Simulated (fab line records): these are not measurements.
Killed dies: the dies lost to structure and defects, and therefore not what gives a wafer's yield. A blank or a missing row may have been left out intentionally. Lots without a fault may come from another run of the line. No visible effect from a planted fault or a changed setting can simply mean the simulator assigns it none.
A lot that was struck, set against a sound lot | flow gf180mcu | 16 out of 602 route steps
Sound: the wafers L548.1, L548.4, L548.5. Struck: wafers L561.1, L561.2, L561.6. The cause is given at the end.
At each step with rows: each side's tool, then ch and its chambers, then its first start. Under that, the readings that differ: sound wafers | struck wafers | difference of the means | sigmas: that difference in standard deviations of wafers without a fault.
alike: readings with means less than 2 such deviations apart, plus words and numbers identical on both sides. not compared: withheld readings, readings lacking a value on some wafer, bounds such as >300 that could conceal the same value, and numbers that have no deviation in the record and whose values overlap.
A row with sigmas, a row that says differs or no value, or rows on one side alone: a step with any of these is where the two part. Numbers that have no deviation but don't overlap get no sigmas and don't part them. A reading that every wafer of one side lacks parts them only if that side has two wafers or more.

first, 1 step without rows for these wafers: GF_STI_OXIDATION_01 (stabilise 600 s, purge 300 s, target thk 10 nm).
GF_STI_THK_MEAS_02:
  struck on film_metro-04, day 4 14:46; sound on film_metro-04, day 1 21:34
  alike: STI_OXIDATION_THK
then, 1 step without rows for these wafers: GF_STI_CVD_03 (deposits Si3N4 from DCS/NH3, target thk 207.16 nm, time 3551 s).
GF_STI_THK_MEAS_04:
  struck on film_metro-04, day 4 16:49; sound on film_metro-04, day 2 00:37
  alike: STI_CVD_03_THK
then, 7 steps without rows for these wafers: GF_STI_DEHYDRATE_05 (time 60 s); GF_STI_HMDS_06 (prime time 60 s); GF_STI_COAT_07 (resist thk 707.2 nm); GF_STI_SOFTBAKE_08 (time 60 s); GF_STI_EXPOSE_09 (exposes mask COMP, target cd 220 nm); GF_STI_PEB_10 (peb time 90 s); GF_STI_DEVELOP_11 (develop time 60 s).
GF_STI_CD_MEAS_12: target cd 220 nm.
  struck on cd_sem-01, day 5 05:52; sound on cd_sem-02, day 2 11:46
  alike: cd_nm
GF_STI_ETCH_13: etches the open film in CHF3/O2, stops on Si, target depth 282.31 nm, time 112.9 s.
  sound on rie_diel-02 ch 1,2,3, day 2 11:53; struck on rie_diel-03 ch 0,2,3, day 5 05:59
  reading                              | sound             | struck            | difference | sigmas
  model.KrF_of_STI_COAT_07.thk_nm (nm) | 452.5 448.3 455.9 | 439.1 437.7 440.2 | -13.2      |
  alike: bias_w, chamber_pressure_mTorr, drypump_motor_current_A, oes_product_au, throttle_valve_pct
  not compared: rf_hours_counter_h
GF_STI_ETCH_14: etches Si in HBr/Cl2/O2, target depth 360 nm, time 102.9 s.
  sound on rie_si-01 ch 0,2, day 2 11:58; struck on rie_si-02 ch 1,2,3, day 5 06:04
  reading                              | sound             | struck            | difference | sigmas
  model.KrF_of_STI_COAT_07.thk_nm (nm) | 330.8 326.7 334.4 | 317.3 317.6 319.3 | -12.6      |
  alike: bias_w, chamber_pressure_mTorr, drypump_motor_current_A, oes_product_au, throttle_valve_pct
  not compared: rf_hours_counter_h
GF_STI_STRIP_15: strips in O2/N2.
  sound on plasma_asher-03 ch 0,1, day 2 12:02; struck on plasma_asher-01 ch 0,1, day 5 06:08
  reading                      | sound          | struck         | difference | sigmas
  strip_time_to_endpoint_s (s) | 3.83 3.79 3.88 | 3.71 3.71 3.74 | -0.11      | -3
  alike: chamber_pressure_mTorr, drypump_motor_current_A, heater_power_w, oes_product_au
  not compared: rf_hours_counter_h
GF_PASSIVATION_PROBE_99:
  the record holds rows for the sound wafers here (prober-02, day 29 16:11) but none for the struck ones

WHERE THEY PART
First at GF_STI_STRIP_15; last, within this record, at GF_PASSIVATION_PROBE_99.

WHY: the cause the simulator had injected
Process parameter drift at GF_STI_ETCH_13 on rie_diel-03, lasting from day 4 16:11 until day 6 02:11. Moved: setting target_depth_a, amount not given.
